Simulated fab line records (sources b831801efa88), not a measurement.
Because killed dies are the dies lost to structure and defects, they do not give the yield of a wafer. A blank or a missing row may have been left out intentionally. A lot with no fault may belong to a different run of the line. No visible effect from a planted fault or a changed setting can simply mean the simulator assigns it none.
fab line records    flow sky130
record: lots: 6  wafers: 18  last_day: 50
route steps=708 shown VIA4@659 METAL5@661 PAD_OPEN@708
lots that met no fault: taken from a fault-free run of the same line
start_h: hours from the record's opening day to when the first of the lot's shown wafers began    wait_h: time in hours since the lot's previous step    " as in the row above    L1.1+2: a single row standing in for several wafers    - no value, or no start given    * or withheld: withheld    < > ~ a bound
route shown NAME@n: a module of which the file shows steps, and the number in the route of the first    usual: mean and standard deviation over wafers with no fault    same: alike in all rows    chamber/n: place in a boat    sites: each site's reading    _std_site: how widely they spread, as a standard deviation    _edge_site: the outer-site mean with the inner-site mean subtracted    radius_mm: for every site, how far away it sits from the centre of the wafer    mask NAME#n: copy n    behind: tool/chamber where the wafer was last shaped    hold: the reason the lot was held/the length of the hold in hours/how it ended    device: the n, p or np transistor that did not switch    end of line: the same wafers' tests at the end of the route    where a step has no rows: the recipe by itself    killed: dies lost to structure and defects at the first sort, not the wafer's yield    map: dies across one wafer; x = killed, . = not, _ = none there
set.NAME: the setting as run; set.NAME@STEP: as run at that earlier step    model.NAME: the simulator's own value behind a step, which no gauge read
lots seen at some steps along the route; tables by step, rows by wafer
services: the hour from which a tool's chamber was out of use, counted from the record's first day as start_h (under 0 if before that day), plus the number of hours and why
== steps ==
step: SKY_VIA4_THK_MEAS_20
recipe: thk_meas_gauge: xrf  reads: W_of_VIA4_CVD_18
usual: VIA4_W_THK: 516/9.8
lot.wafer  tool           chamber  start_h  wait_h  VIA4_W_THK[nm]
L100.2     film_metro-01  -        1008.82  0.1     510
L100.5     "              -        "        "       507
L100.6     "              -        "        "       515
L106.1     film_metro-04  -        1043.99  0.1     513
L106.2     "              -        "        "       538
L106.6     "              -        "        "       529
L115.2     film_metro-04  -        1094.20  0.1     511
L115.4     "              -        "        "       523
L115.5     "              -        "        "       517
L119.1     film_metro-01  -        1121.23  0.1     504
L119.3     "              -        "        "       514
L119.6     "              -        "        "       511
L120.1     film_metro-01  -        1125.41  0.1     506
L120.2     "              -        "        "       525
L120.3     "              -        "        "       504
L122.3     film_metro-03  -        1140.02  0.1     515
L122.5     "              -        "        "       515
L122.6     "              -        "        "       498
step: SKY_VIA4_CMP_21
recipe: stop_on: SiO2  t_overpolish_s: 25  down_force_psi: 3.5  platen_rpm: 60  target_thk_nm: 0  pad_velocity_m_s: 0.94248
usual: head_pressure_psi: 3.500/0.0077  motor_current_A: 11.1/1.1  overpolish_run_s: 25.000/0.0087  slurry_flow_ml_min: 150.0/0.43  time_to_endpoint_s: 122/3.8
same: t_overpolish_s: 25
lot.wafer  tool    chamber  start_h  wait_h  head_pressure_psi  motor_current_A  overpolish_run_s  slurry_flow_ml_min  time_to_endpoint_s
L100.2     cmp-02  3        1009.02  0.2     3.491              10.2             25.008            149.6               119
L100.5     "       0        "        "       3.486              12.3             24.988            149.9               121
L100.6     "       1        "        "       3.501              11.1             25.008            151.0               126
L106.1     cmp-01  0        1044.26  0.3     3.501              11.3             25.000            149.7               125
L106.2     "       1        "        "       3.490              9.4              24.999            149.8               129
L106.6     "       2        "        "       3.505              10.9             24.989            150.4               132
L115.2     cmp-01  1        1094.25  0.0     3.500              9.2              25.008            149.5               117
L115.4     "       2        "        "       3.499              10.7             25.001            150.1               125
L115.5     "       1        "        "       3.489              8.4              25.007            149.5               122
L119.3     cmp-02  1        1121.29  0.0     3.492              11.6             25.004            150.2               124
L119.1     "       0        "        "       3.506              12.9             25.001            150.2               121
L119.6     "       1        "        "       3.492              12.2             25.000            149.2               122
L120.1     cmp-02  2        1125.52  0.1     3.504              10.5             24.998            149.8               121
L120.3     "       3        "        "       3.482              10.5             25.016            149.6               122
L120.2     "       0        "        "       3.499              12.3             24.988            150.0               125
L122.3     cmp-01  3        1140.21  0.2     3.504              13.4             25.016            150.2               120
L122.5     "       0        "        "       3.504              10.8             24.982            149.5               125
L122.6     "       1        "        "       3.502              9.0              24.998            150.5               117
step: SKY_METAL5_SPUTTER_00
recipe: material: Ti  target_thk_nm: 15  power_w: 3000  time_s: 10  chamber_pressure_pa: 0.4
step: SKY_METAL5_SPUTTER_01
recipe: material: TiN  target_thk_nm: 20  power_w: 6500  time_s: 16.7  chamber_pressure_pa: 0.4
usual: throttle_valve_pct: 30.4/0.95
lot.wafer  tool            chamber  start_h  wait_h  throttle_valve_pct
L100.2     pvd_sputter-02  -        1009.19  0.0     31.0
L100.5     "               -        "        "       28.3
L100.6     "               -        "        "       31.0
L106.1     pvd_sputter-02  -        1044.49  0.0     30.6
L106.2     "               -        "        "       28.6
L106.6     "               -        "        "       28.2
L115.2     pvd_sputter-04  -        1094.57  0.0     29.8
L115.4     "               -        "        "       30.1
L115.5     "               -        "        "       29.8
L119.1     pvd_sputter-02  -        1121.61  0.0     29.5
L119.3     "               -        "        "       28.4
L119.6     "               -        "        "       30.1
L120.1     pvd_sputter-03  -        1125.79  0.0     31.3
L120.2     "               -        "        "       31.1
L120.3     "               -        "        "       31.0
L122.3     pvd_sputter-04  -        1140.38  0.0     31.0
L122.5     "               -        "        "       31.2
L122.6     "               -        "        "       31.2
step: SKY_METAL5_SPUTTER_02
recipe: material: AlCu  target_thk_nm: 1150  power_w: 10600  time_s: 61.2  chamber_pressure_pa: 0.4
usual: throttle_valve_pct: 30.3/0.93
lot.wafer  tool            chamber  start_h  wait_h  throttle_valve_pct
L100.2     pvd_sputter-02  -        1009.22  0.0     31.0
L100.5     "               -        "        "       28.5
L100.6     "               -        "        "       30.9
L106.1     pvd_sputter-02  -        1044.51  0.0     31.0
L106.2     "               -        "        "       28.2
L106.6     "               -        "        "       28.3
L115.2     pvd_sputter-04  -        1094.60  0.0     29.5
L115.4     "               -        "        "       29.6
L115.5     "               -        "        "       29.7
L119.1     pvd_sputter-02  -        1121.64  0.0     30.0
L119.3     "               -        "        "       28.3
L119.6     "               -        "        "       30.0
L120.1     pvd_sputter-03  -        1125.82  0.0     31.7
L120.2     "               -        "        "       31.2
L120.3     "               -        "        "       30.9
L122.3     pvd_sputter-04  -        1140.41  0.0     30.9
L122.5     "               -        "        "       31.2
L122.6     "               -        "        "       30.7
step: SKY_METAL5_SPUTTER_03
recipe: material: Ti  target_thk_nm: 5  power_w: 3000  time_s: 3.3  chamber_pressure_pa: 0.4
step: SKY_METAL5_SPUTTER_04
recipe: material: TiN  target_thk_nm: 70  power_w: 6500  time_s: 58.3  chamber_pressure_pa: 0.4
usual: throttle_valve_pct: 30.3/0.93
lot.wafer  tool            chamber  start_h  wait_h  throttle_valve_pct
L100.2     pvd_sputter-02  -        1009.29  0.0     30.8
L100.5     "               -        "        "       28.3
L100.6     "               -        "        "       30.7
L106.1     pvd_sputter-02  -        1044.58  0.0     31.0
L106.2     "               -        "        "       28.4
L106.6     "               -        "        "       28.3
L115.2     pvd_sputter-04  -        1094.67  0.0     29.8
L115.4     "               -        "        "       29.8
L115.5     "               -        "        "       29.7
L119.1     pvd_sputter-02  -        1121.70  0.0     30.1
L119.3     "               -        "        "       28.2
L119.6     "               -        "        "       30.1
L120.1     pvd_sputter-03  -        1125.89  0.0     31.5
L120.2     "               -        "        "       31.2
L120.3     "               -        "        "       31.0
L122.3     pvd_sputter-04  -        1140.48  0.0     31.0
L122.5     "               -        "        "       31.4
L122.6     "               -        "        "       30.7
step: SKY_METAL5_RS_MEAS_05
recipe: thk_meas_gauge: four-point-probe  reads: TiN_of_METAL5_SPUTTER_04+Ti_of_METAL5_SPUTTER_03+AlCu_of_METAL5_SPUTTER_02+TiN_of_METAL5_SPUTTER_01+Ti_of_METAL5_SPUTTER_00
usual: METAL5_ALCU_RS: 0.02712/0.00023
lot.wafer  tool           chamber  start_h  wait_h  METAL5_ALCU_RS[ohm/sq]
L100.2     film_metro-02  -        1009.36  0.0     0.02688
L100.5     "              -        "        "       0.02695
L100.6     "              -        "        "       0.02683
L106.1     film_metro-04  -        1044.63  0.0     0.02723
L106.2     "              -        "        "       0.02753
L106.6     "              -        "        "       0.02738
L115.2     film_metro-01  -        1094.74  0.0     0.02731
L115.4     "              -        "        "       0.02736
L115.5     "              -        "        "       0.0275
L119.1     film_metro-02  -        1121.75  0.0     0.02684
L119.3     "              -        "        "       0.02704
L119.6     "              -        "        "       0.02709
L120.1     film_metro-04  -        1125.93  0.0     0.02743
L120.2     "              -        "        "       0.02743
L120.3     "              -        "        "       0.02733
L122.3     film_metro-02  -        1140.56  0.1     0.02706
L122.5     "              -        "        "       0.02737
L122.6     "              -        "        "       0.02702
step: SKY_METAL5_THK_MEAS_06
recipe: thk_meas_gauge: xrf  reads: AlCu_of_METAL5_SPUTTER_02
usual: METAL5_ALCU_THK: 1127/12
lot.wafer  tool           chamber  start_h  wait_h  METAL5_ALCU_THK[nm]
L100.2     film_metro-02  -        1009.47  0.1     1128
L100.5     "              -        "        "       1126
L100.6     "              -        "        "       1137
L106.1     film_metro-04  -        1044.75  0.1     1119
L106.2     "              -        "        "       1110
L106.6     "              -        "        "       1115
L115.2     film_metro-01  -        1094.85  0.1     1130
L115.4     "              -        "        "       1122
L115.5     "              -        "        "       1115
L119.1     film_metro-02  -        1121.87  0.1     1118
L119.3     "              -        "        "       1116
L119.6     "              -        "        "       1117
L120.1     film_metro-04  -        1126.05  0.1     1111
L120.2     "              -        "        "       1116
L120.3     "              -        "        "       1115
L122.3     film_metro-02  -        1140.66  0.1     1134
L122.5     "              -        "        "       1113
L122.6     "              -        "        "       1135
step: SKY_METAL5_DEHYDRATE_07
recipe: temp_c: 200  time_s: 60
step: SKY_METAL5_HMDS_08
recipe: prime_time_s: 60  prime_temp_c: 120
step: SKY_METAL5_COAT_09
recipe: resist: NOVOLAK  spin_rpm: 3000  resist_thk_nm: 1800
step: SKY_METAL5_SOFTBAKE_10
recipe: temp_c: 90  time_s: 60  resist: NOVOLAK
usual: heater_power_total_W: 56.59/0.043  run_length_s: 89.16/0.17
lot.wafer  tool            chamber  start_h  wait_h  heater_power_total_W  run_length_s
L100.2     litho_track-02  0        1020.52  0.1     56.63                 89.02
L100.5     "               0        "        "       56.54                 89.22
L100.6     "               0        "        "       56.60                 89.05
L106.1     litho_track-04  0        1055.90  0.1     56.62                 88.93
L106.2     "               0        "        "       56.56                 89.02
L106.6     "               0        "        "       56.71                 89.01
L115.2     litho_track-02  0        1105.52  0.1     61.57                 75.45
L115.4     "               0        "        "       61.58                 75.26
L115.5     "               0        "        "       61.65                 75.38
L119.1     litho_track-04  0        1131.55  0.1     56.50                 88.97
L119.3     "               0        "        "       56.53                 89.07
L119.6     "               0        "        "       56.68                 89.02
L120.1     litho_track-02  0        1135.20  0.1     61.65                 75.16
L120.2     "               0        "        "       61.65                 75.26
L120.3     "               0        "        "       61.51                 75.42
L122.3     litho_track-04  0        1149.60  0.1     56.62                 89.00
L122.5     "               0        "        "       56.61                 89.19
L122.6     "               0        "        "       56.56                 89.05
step: SKY_METAL5_EXPOSE_11
recipe: mask_id: MM5  na: 0.6  source_shape: conventional  sigma_outer: 0.6  polarization: unpolarized  target_cd_nm: 1600  dose_mj: 190
step: SKY_METAL5_PEB_12
recipe: temp_c: withheld  time_s: *  resist: NOVOLAK
step: SKY_METAL5_DEVELOP_13
recipe: resist: NOVOLAK  developer: TMAH  develop_time_s: 60  dev_temp_c: 23
lot.wafer  tool            chamber  start_h  wait_h  model.NOVOLAK_of_METAL5_COAT_09.thk_nm
L100.2     litho_track-02  0        1031.87  0.1     1797
L100.5     "               0        "        "       1801
L100.6     "               0        "        "       1798
L106.1     litho_track-03  0        1066.67  0.1     1802
L106.2     "               0        "        "       1801
L106.6     "               0        "        "       1795
L115.2     litho_track-04  0        1114.52  0.1     1808
L115.4     "               0        "        "       1818
L115.5     "               0        "        "       1817
L119.1     litho_track-04  0        1140.35  0.1     1797
L119.3     "               0        "        "       1799
L119.6     "               0        "        "       1803
L120.1     litho_track-04  0        1144.05  0.1     1805
L120.2     "               0        "        "       1810
L120.3     "               0        "        "       1813
L122.3     litho_track-04  0        1157.95  0.1     1800
L122.5     "               0        "        "       1806
L122.6     "               0        "        "       1799
step: SKY_METAL5_DESCUM_14
recipe: chemistry: O2  source_power_w: 150  bias_power_w: 0  pressure_mtorr: 10  temp_c: 40  time_s: 11
usual: drypump_motor_current_A: 5.58/0.28  oes_product_au: 0.995/0.0095
lot.wafer  tool          chamber  start_h  wait_h  drypump_motor_current_A  oes_product_au  rf_hours_counter_h  model.NOVOLAK_of_METAL5_COAT_09.thk_nm
L100.2     rie_metal-03  0        1032.00  0.1     5.60                     0.988           14                  1787
L100.5     "             1        "        "       5.75                     0.981           -                   1791
L100.6     "             0        "        "       5.61                     0.986           -                   1788
L106.1     rie_metal-01  0        1066.82  0.1     5.77                     1.007           5                   1792
L106.2     "             0        "        "       5.78                     0.997           -                   1791
L106.6     "             0        "        "       5.78                     1.004           -                   1784
L115.2     rie_metal-03  0        1114.65  0.1     5.61                     0.991           20                  1798
L115.4     "             1        "        "       5.76                     0.987           -                   1808
L115.5     "             1        "        "       5.73                     0.988           -                   1807
L119.1     rie_metal-03  0        1140.50  0.1     5.61                     0.981           22                  1787
L119.3     "             1        "        "       5.74                     0.986           -                   1789
L119.6     "             0        "        "       5.61                     0.975           -                   1793
L120.1     rie_metal-03  0        1144.20  0.1     5.61                     1.000           22                  1794
L120.2     "             1        "        "       5.77                     1.004           23                  1800
L120.3     "             1        "        "       5.74                     0.992           -                   1803
L122.3     rie_metal-01  1        1158.06  0.1     5.34                     0.999           -                   1790
L122.5     "             0        "        "       5.80                     1.015           -                   1796
L122.6     "             1        "        "       5.33                     0.989           -                   1789
step: SKY_METAL5_METAL_ETCH_15
recipe: target_depth_a: 12600  stop_on: SiO2  over_etch_frac: 0.2  time_s: 252  chemistry: Cl2/BCl3  resist_sidewall_deg: 86  pressure_mtorr: 10  icp_w: 900  bias_w: 48.5  Cl2_flow_sccm: 60  bcl3_flow_sccm: 30
usual: drypump_motor_current_A: 5.58/0.28  oes_product_au: 0.894/0.0049  throttle_valve_pct: 22.265/0.0086
lot.wafer  tool          chamber  start_h  wait_h  drypump_motor_current_A  oes_product_au  rf_hours_counter_h  throttle_valve_pct
L100.2     rie_metal-03  0        1032.03  0.0     5.62                     0.893           14                  22.270
L100.5     "             1        "        "       5.70                     0.896           -                   22.258
L100.6     "             0        "        "       5.62                     0.890           -                   22.267
L106.1     rie_metal-01  0        1066.89  0.1     5.81                     0.884           5                   22.272
L106.2     "             0        "        "       5.79                     0.890           -                   22.269
L106.6     "             0        "        "       5.81                     0.892           -                   22.251
L115.2     rie_metal-03  0        1114.68  0.0     5.62                     0.897           20                  22.248
L115.4     "             1        "        "       5.74                     0.897           -                   22.266
L115.5     "             1        "        "       5.73                     0.889           -                   22.267
L119.1     rie_metal-03  0        1140.53  0.0     5.62                     0.894           22                  22.254
L119.3     "             1        "        "       5.73                     0.891           -                   22.275
L119.6     "             0        "        "       5.62                     0.905           -                   22.268
L120.1     rie_metal-03  0        1144.23  0.0     5.62                     0.894           22                  22.264
L120.2     "             1        "        "       5.76                     0.902           23                  22.275
L120.3     "             1        "        "       5.77                     0.905           -                   22.278
L122.3     rie_metal-01  1        1158.16  0.1     5.34                     0.902           -                   22.268
L122.5     "             0        "        "       5.79                     0.892           -                   22.265
L122.6     "             1        "        "       5.32                     0.892           -                   22.292
step: SKY_PAD_OPEN_PROBE_99
usual: defect_limited_yield: 82.0/2.1  killed_at_M0_to_M3: 45/7  killed_at_M4_up: 3.4/1.8  killed_at_contacts: 24/5.4  killed_at_front_end: 16/4.8  killed_at_other: 0.4/0.62  killed_dies: 89/10  killed_open: 48/7.2  killed_short: 40/6.3  sort_bin_3_pad_short: 0.9/0.39  sort_bin_5_function: 10.7/1.5  sort_bin_6_memory: 6.4/1.1  sort_n_pass: 403/10  sort_yield_pct: 82.0/2.1
same: gross_dies: 492  killed_at_back_side: 0  sort_bin_4_leakage[%]: 0  sort_bin_8_speed[%]: 0
lot.wafer  tool       chamber  start_h  wait_h  defect_limited_yield[%]  killed_at_M0_to_M3  killed_at_M4_up  killed_at_contacts  killed_at_front_end  killed_at_other  killed_dies  killed_open  killed_short  sort_bin_3_pad_short[%]  sort_bin_5_function[%]  sort_bin_6_memory[%]  sort_n_pass  sort_yield_pct[%]
L100.2     prober-02  -        1079.51  0.1     83.5                     41                  1                23                  15                   1                81           45           36            0.4                      9.3                     6.7                   411          83.5
L100.5     prober-02  -        1079.66  0.2     82.3                     44                  3                30                  10                   0                87           53           34            1.2                      10.4                    6.1                   405          82.3
L100.6     prober-02  -        1079.71  0.2     83.1                     46                  2                21                  14                   0                83           49           34            0.2                      11.6                    5.1                   409          83.1
L115.2     prober-01  -        1155.97  0.1     78.7                     48                  3                26                  27                   1                105          55           49            1.0                      10.8                    9.6                   387          78.7
L115.4     prober-01  -        1156.07  0.2     80.7                     46                  3                31                  15                   0                95           56           39            1.0                      11.8                    6.5                   397          80.7
L115.5     prober-01  -        1156.12  0.2     80.5                     48                  6                30                  12                   0                96           60           35            0.8                      9.8                     8.9                   396          80.5
L120.1     prober-02  -        1180.74  0.1     81.7                     48                  7                18                  17                   0                90           52           38            1.4                      12.0                    4.9                   402          81.7
L120.2     prober-02  -        1180.79  0.1     81.1                     44                  4                28                  17                   0                93           60           33            1.2                      10.4                    7.3                   399          81.1
L120.3     prober-02  -        1180.84  0.2     78.3                     53                  4                32                  18                   0                107          59           48            1.6                      11.4                    8.7                   385          78.3
L122.3     prober-02  -        1193.96  0.2     82.3                     44                  3                21                  17                   2                87           42           43            0                        11.6                    6.1                   405          82.3
L122.5     prober-02  -        1194.06  0.2     85.6                     37                  4                20                  9                    1                71           35           35            1.0                      8.5                     4.9                   421          85.6
L122.6     prober-02  -        1194.11  0.2     85.2                     34                  3                21                  15                   0                73           34           39            1.0                      10.0                    3.9                   419          85.2
killed by level:class
L100.2 VIA1:geometric_particle:open=16 LOCAL_INTERCONNECT:geometric_particle:short=7 LI_CONTACT:geometric_particle:open=6 CONTACT:geometric_particle:open=6 METAL1:geometric_particle:short=4 POLY_GATE:geometric_particle:open=4 VIA1:geometric_particle:short=4 METAL2:geometric_particle:short=4
L100.5 VIA1:geometric_particle:open=13 CONTACT:geometric_particle:open=11 VIA2:geometric_particle:open=10 LI_CONTACT:geometric_particle:open=8 CONTACT:geometric_particle:short=6 VIA1:geometric_particle:short=4 VIA3:geometric_particle:open=4 LI_CONTACT:geometric_particle:short=3
L100.6 VIA1:geometric_particle:open=11 VIA2:geometric_particle:open=10 CONTACT:geometric_particle:open=9 LI_CONTACT:geometric_particle:open=6 METAL2:geometric_particle:short=5 METAL1:geometric_particle:short=5 VIA1:geometric_particle:short=5 FIELD_ISO:geometric_particle:open=4
L115.2 LI_CONTACT:geometric_particle:open=10 VIA1:geometric_particle:open=10 VIA2:geometric_particle:open=9 FIELD_ISO:geometric_particle:open=8 FIELD_ISO:geometric_particle:short=8 METAL1:geometric_particle:short=8 CONTACT:geometric_particle:open=6 CONTACT:geometric_particle:short=5
L115.4 VIA1:geometric_particle:open=14 CONTACT:geometric_particle:open=12 VIA2:geometric_particle:open=9 LI_CONTACT:geometric_particle:open=8 POLY_GATE:geometric_particle:short=6 METAL1:geometric_particle:short=6 FIELD_ISO:geometric_particle:open=5 VIA3:geometric_particle:open=5
L115.5 VIA1:geometric_particle:open=15 CONTACT:geometric_particle:open=12 VIA3:geometric_particle:open=9 LI_CONTACT:geometric_particle:open=8 FIELD_ISO:geometric_particle:open=5 CONTACT:geometric_particle:short=5 VIA1:geometric_particle:short=4 METAL2:geometric_particle:short=4
L120.1 VIA1:geometric_particle:open=9 VIA3:geometric_particle:open=8 LI_CONTACT:geometric_particle:open=6 FIELD_ISO:geometric_particle:open=5 CONTACT:geometric_particle:short=5 VIA1:geometric_particle:short=5 METAL2:geometric_particle:short=5 METAL2:geometric_particle:open=5
L120.2 VIA3:geometric_particle:open=11 CONTACT:geometric_particle:open=11 LI_CONTACT:geometric_particle:open=8 VIA1:geometric_particle:open=7 FIELD_ISO:geometric_particle:open=5 METAL1:geometric_particle:short=5 VIA2:geometric_particle:open=5 POLY_GATE:geometric_particle:open=4
L120.3 CONTACT:geometric_particle:open=12 VIA2:geometric_particle:open=11 LI_CONTACT:geometric_particle:open=9 VIA1:geometric_particle:open=9 FIELD_ISO:geometric_particle:short=6 METAL2:geometric_particle:short=6 METAL3:geometric_particle:short=6 LOCAL_INTERCONNECT:geometric_particle:short=5
L122.3 CONTACT:geometric_particle:open=10 METAL1:geometric_particle:short=7 VIA2:geometric_particle:open=7 METAL2:geometric_particle:short=6 METAL1:geometric_particle:open=5 VIA3:geometric_particle:open=5 POLY_GATE:geometric_particle:open=4 POLY_GATE:geometric_particle:short=4
L122.5 VIA1:geometric_particle:open=9 METAL1:geometric_particle:short=7 LI_CONTACT:geometric_particle:open=6 CONTACT:geometric_particle:open=6 VIA1:geometric_particle:short=6 POLY_GATE:geometric_particle:short=4 CONTACT:geometric_particle:short=4 METAL2:geometric_particle:short=4
L122.6 METAL2:geometric_particle:short=8 LI_CONTACT:geometric_particle:open=6 CONTACT:geometric_particle:open=6 METAL1:geometric_particle:short=6 VIA1:geometric_particle:open=5 LOCAL_INTERCONNECT:geometric_particle:short=4 SPACER:geometric_particle:short=3 FIELD_ISO:geometric_particle:open=3
== services ==
tool            chamber  start_h  hours  kind
litho_track-04  -        988.04   -      consumable_replace:filter
cmp-01          -        988.25   3.8    pm
pvd_sputter-04  -        993.37   5.6    repair
cmp-01          -        995.50   2.0    repair
cmp-02          -        1005.06  2.9    pm
rie_metal-01    0        1005.64  -      clean
pvd_sputter-02  3        1014.53  -      consumable_replace:kit
pvd_sputter-02  3        1014.53  18.0   scheduled_down
pvd_sputter-02  3        1014.53  18.0   vent_cycle
rie_metal-03    0        1016.32  1.0    repair
rie_metal-01    1        1027.66  45.5   repair
pvd_sputter-03  -        1053.29  4.0    repair
pvd_sputter-03  -        1054.10  0.7    repair
cmp-01          -        1084.16  4.0    pm
pvd_sputter-04  3        1103.41  -      consumable_replace:kit
pvd_sputter-04  3        1103.41  18.0   scheduled_down
pvd_sputter-04  3        1103.41  18.0   vent_cycle
cmp-02          -        1124.64  0.5    repair
pvd_sputter-02  2        1126.25  -      consumable_replace:kit
pvd_sputter-02  2        1126.25  18.0   scheduled_down
pvd_sputter-02  2        1126.25  18.0   vent_cycle
cmp-02          -        1135.10  1.4    repair
cmp-02          -        1145.30  1.6    repair
cmp-01          -        1150.18  1.0    repair
== key ==
first_sign: step: SKY_METAL5_SOFTBAKE_10  reading: heater_power_total_W  direction: up  sigmas: 99+  usual: *  struck: *
effect: step: SKY_METAL5_SOFTBAKE_10  reading: run_length_s  direction: down  sigmas: 84  usual: *  struck: *
model_effect: step: SKY_METAL5_DEVELOP_13  value: NOVOLAK_of_METAL5_COAT_09.thk_nm  without: 1801  struck: 1812
model_effect: step: SKY_METAL5_DESCUM_14  value: NOVOLAK_of_METAL5_COAT_09.thk_nm  without: 1791  struck: 1802
met_at SKY_METAL5_SOFTBAKE_10
struck_wafers L115.2,L115.4,L115.5,L120.1,L120.2,L120.3
onset_between 1020.52 1105.52
fault: kind: process_parameter_drift  tool: litho_track-02  chamber: -  onset_h: 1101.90  steps: SKY_METAL5_SOFTBAKE_10  channel: time_s  offset: *  shape: step  end_h: 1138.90  acts_in: *  stated: *
